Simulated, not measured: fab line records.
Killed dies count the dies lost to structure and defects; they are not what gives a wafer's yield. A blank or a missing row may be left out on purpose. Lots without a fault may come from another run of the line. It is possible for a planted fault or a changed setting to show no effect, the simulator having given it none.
8D (eight disciplines) problem report, filled in by code | flow gf180mcu | the parts of the form that need people (team, actions taken, sign-off) are left out

## 1. THE ISSUE
Mean STI_CVD_23_THK at GF_STI_THK_MEAS_24: 720 nm over 3 wafers in 3 lots; fault-free wafers: 644 nm, standard deviation 6.6. Measured from the usual mean, that is +12 standard deviations.
First observed at day 2 19:52: wafer L540.3, on filmMetro-02. At this step, 36 wafers from 13 lots have a number in the record. Rule for "out" (also "out of limits"): further than 4 standard deviations from the usual mean. The rest of the wafers with a number are treated as sound.

## 2. WHAT IT IS, WHAT IT ISN'T
question                    | is                                       | is not
which readings at this step | STI_CVD_23_THK                           | -
which lots                  | L540, L542, L543                         | L537, L538, L539, L554, L555, L556, L557, L558, L559, L560
which wafers of those lots  | L540.3, L542.4, L543.4                   | L540.6, L542.6, L543.6
read on which gauges        | filmMetro-02, filmMetro-03, filmMetro-04 | -
when                        | from day 2 19:52                         | up to then (10 sound wafers); but 23 sound wafers of L542, L543, L554, L555, L556, L557, L558, L559, L560 came after

## 3. WHAT RULES OUT EACH SUSPECT
Counting: any tool at a process step up to the reading remains a suspect provided it ran every lot that is out. Sound lots after the first of them don't rule it out here, since some wafers of a struck lot are sound.
- ruled out: the gauge at GF_STI_THK_MEAS_24. Those wafers that are out were read across 3 gauges (filmMetro-02, filmMetro-03, filmMetro-04).
- hdpcvd-01 at GF_STI_CVD_23 (deposits SiO2, target thk 650 nm, time 108.3 s): kept. It processed each lot that is out (first: L540, day 2 19:46); up to then, its last sound lot is L539 (day 2 13:05).
The count leaves hdpcvd-01 at GF_STI_CVD_23.

## 4. THE CAUSE (what the simulator had put in)
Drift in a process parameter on hdpcvd-01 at GF_STI_CVD_23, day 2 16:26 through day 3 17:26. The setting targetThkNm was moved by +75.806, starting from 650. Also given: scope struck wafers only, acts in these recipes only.
The count eliminated every tool but this one.

## 5. THE CHAIN OF EFFECTS, in route order
Rows list readings where the struck wafers' mean (over those with a number) sits beyond 3 standard deviations from the usual. Readings are gone through only where the record gives a usual standard deviation; hours: the median, over the lots, of the time from a lot's start at the first step in this table giving one to that lot's start at this step; sigmas: the change measured in usual standard deviations.
hours | step               | reading         | usual  | on struck wafers | change | sigmas
0     | GF_STI_THK_MEAS_24 | STI_CVD_23_THK  | 644 nm | 720              | +76    | +12
0     | GF_STI_CMP_25      | timeToEndpointS | 121 s  | 137              | +16    | +3.4
Process steps it contains:
- GF_STI_CMP_25: polishes, stops on Si3N4, t overpolish 33 s, target thk 524.6 nm.
At these later measuring or inspecting steps, every struck wafer for which the step has a row has a number for every such reading, and none has moved that far: GF_MVSD_OVL_MEAS_07.

## 6. HOW IT WOULD HAVE BEEN CAUGHT EARLIER
In this record the first reading out of limits at a measuring or inspecting step was taken at day 2 19:52, 3 hours after the fault began at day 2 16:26.
Of the tool readings at GF_STI_CVD_23 for which the record gives a usual standard deviation, none was out on any struck wafer, so an alarm limit of 4 standard deviations on them would not have fired.
Of the lots that are out (3), L542, L543 began GF_STI_CVD_23 on hdpcvd-01 after day 2 19:52. A hold on the tool at that time would have spared those 2.
